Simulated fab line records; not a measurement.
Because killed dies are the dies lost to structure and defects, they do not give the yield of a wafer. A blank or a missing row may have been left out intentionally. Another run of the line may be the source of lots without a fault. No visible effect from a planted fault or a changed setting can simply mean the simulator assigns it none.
Which tool was responsible?    flow gf180mcu    Sampling: 6 lots, 18 wafers, 4 of 602 route steps

== WHAT THE GAUGES SHOWED, per wafer ==
GF_VT_IMPLANT_RS_MEAS_49: uses a four-point probe to measure.
lot   measured      on             MVPSD_RS (ohm/sq)
L899  day 8 14:50   film metro-04  1164.5 1164.9 1168.6
L902  day 9 09:16   film metro-01  1170.7 1167.8 1168.1
L905  day 10 06:18  film metro-04  1149.3 1147.1 1146.2
L907  day 10 17:17  film metro-04  1169.5 1171.6 1168.6
L911  day 12 02:07  film metro-01  1168.0 1170.2 1167.6
L916  day 13 05:49  film metro-01  1170.8 1165.8 1167.4

== TOOL THAT RAN EACH LOT (tool first, then ch and the chambers of the sampled wafers, then the start) ==
lot   GF_NWELL_STRIP_10                    GF_MVPSD_IMPLANT_08              GF_VT_IMPLANT_STRIP_09
L899  plasma asher-04 ch 0,1, day 4 06:43  implanter-01 ch 0, day 6 00:37   plasma asher-03 ch 0,1, day 6 15:34
L902  plasma asher-03 ch 0,1, day 4 20:58  implanter-01 ch 0, day 6 17:19   plasma asher-03 ch 0,1, day 7 08:34
L905  plasma asher-02 ch 0,1, day 5 13:10  implanter-03 ch 0, day 7 10:55   plasma asher-04 ch 0,1, day 8 03:19
L907  plasma asher-02 ch 0,1, day 6 00:03  implanter-01 ch 0, day 7 21:31   plasma asher-03 ch 0,1, day 8 13:30
L911  plasma asher-03 ch 0,1, day 7 02:10  implanter-01 ch 0, day 9 01:26   plasma asher-04 ch 0,1, day 9 18:13
L916  plasma asher-02 ch 0,1, day 8 00:31  implanter-04 ch 0, day 10 01:32  plasma asher-04 ch 0,1, day 10 20:16
- GF_NWELL_STRIP_10: strips in O2/N2.
- GF_MVPSD_IMPLANT_08
- GF_VT_IMPLANT_STRIP_09: strips in O2/N2.

== THE ANSWER, worked out from the rows above alone ==
Rule: usual is defined by the lots themselves. Put in order of their means at a reading, lots are off if they are a third of the lots or fewer, leave a main group of 4 or more, and stand apart from it by a gap of 3 or more times the standard deviation of the main group's means; of several such gaps the widest counts. The tables above print the reading to a certain number of digits; a main group whose means all agree to those digits is not used. A lot without any number at a reading at which 4 lots or more have one is off too. Any other lot the step has rows for is counted as sound.
Off: L905, seen at GF_VT_IMPLANT_RS_MEAS_49 (MVPSD_RS). Main group: mean 1168.3 ohm/sq, sd 1.3.
If a tool, at a process step before that reading, ran all the lots that are off and no sound lot after the first of them, it fits. Those tools and the gauges at GF_VT_IMPLANT_RS_MEAS_49 are tried in the same way. One fits: GF_MVPSD_IMPLANT_08 on implanter-03. It ran no sound lot before its first lot that is off in this sample, so the start can't be narrowed down.

== WHAT THE SIMULATOR HAD PUT IN ==
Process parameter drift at GF_MVPSD_IMPLANT_08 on implanter-03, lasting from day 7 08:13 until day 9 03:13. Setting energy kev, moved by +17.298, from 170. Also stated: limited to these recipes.
Struck lots among those shown: L905. The same result came from the rule above.
